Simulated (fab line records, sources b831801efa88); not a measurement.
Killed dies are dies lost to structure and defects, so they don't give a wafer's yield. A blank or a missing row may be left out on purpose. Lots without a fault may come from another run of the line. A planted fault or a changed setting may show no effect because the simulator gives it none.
One fault seen from 2 desks | flow gf180mcu | each desk has only its own numbers; what lay behind them comes last

THE METROLOGY DESK
What the gauges read, lot by lot, whatever tool the lot ran on: means of the sampled wafers that have a number. A lot is out of limits, marked OUT, if its mean lies more than 4 standard deviations from the usual mean; the brackets give that distance.
Columns: A = cd_nm at GF_SAB_CD_MEAS_09, usual 420.8 nm; B = SAB_OVL at GF_SAB_OVL_MEAS_10, usual -0.6 nm; C = SALICIDE_TIN_RS at GF_SALICIDE_RS_MEAS_04, usual 16.36 ohm/sq; D = SALICIDE_TIN_THK at GF_SALICIDE_THK_MEAS_05, usual 19.98 nm
lot  | first seen here | A     | B    | C     | D
L388 | day 17 07:41    | 418.7 | 0.0  | 16.36 | 19.54
L393 | day 19 06:41    | 418.0 | 1.5  | 16.28 | 19.82
L394 | day 19 16:23    | 422.2 | -2.7 | 16.08 | 20.04
L401 | day 22 04:59    | 423.8 | -1.8 | 16.62 | 19.99
L404 | day 22 23:56    | 417.3 | -0.1 | 16.59 | 20.05
L405 | day 23 06:45    | 418.2 | 0.2  | 16.39 | 20.19
This desk's finding: nothing out of limits on any of the 6 lots.

THE TOOL OWNER'S DESK: rtp_anneal-01
The tool's own readings at GF_SALICIDE_RTA_06 (time 30 s): means of the sampled wafers that have a number, for each lot that ran on this tool. A lot is out of limits, marked OUT, if its mean lies more than 4 standard deviations from the usual mean; the brackets give that distance.
Columns: A = chamber_o2_ppm at GF_SALICIDE_RTA_06, usual 2.002; B = lamp_power_pct at GF_SALICIDE_RTA_06, usual 5.3 %; C = wafer_temp_C_max at GF_SALICIDE_RTA_06, usual 532.8
lot  | first seen here | A                          | B   | C
L393 | day 19 07:25    | 1502.000 (+99 or more) OUT | 4.6 | 532.4
L394 | day 19 17:14    | 1502.000 (+99 or more) OUT | 4.6 | 532.8
L405 | day 23 07:39    | 1.995                      | 4.6 | 532.2
This desk's finding: out of limits on L393, L394; first on L393, day 19 07:25 (chamber_o2_ppm at GF_SALICIDE_RTA_06). In limits: L405.

PUT TOGETHER
The tool owner's desk could have raised an alarm at day 19 07:25, on L393, L394.
The metrology desk saw nothing out of limits.
The metrology desk has L393, L394 on record, within its limits.
Of the lots named, all ran GF_SALICIDE_RTA_06 on rtp_anneal-01.

WHAT THE SIMULATOR HAD PUT IN
Process parameter drift: rtp_anneal-01, from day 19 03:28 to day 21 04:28, at GF_SALICIDE_RTA_06. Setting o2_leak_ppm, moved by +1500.
Lots struck among those shown: L393, L394.
Hours from the fault's start to each desk's first reading out of limits: the tool owner's desk, 4.
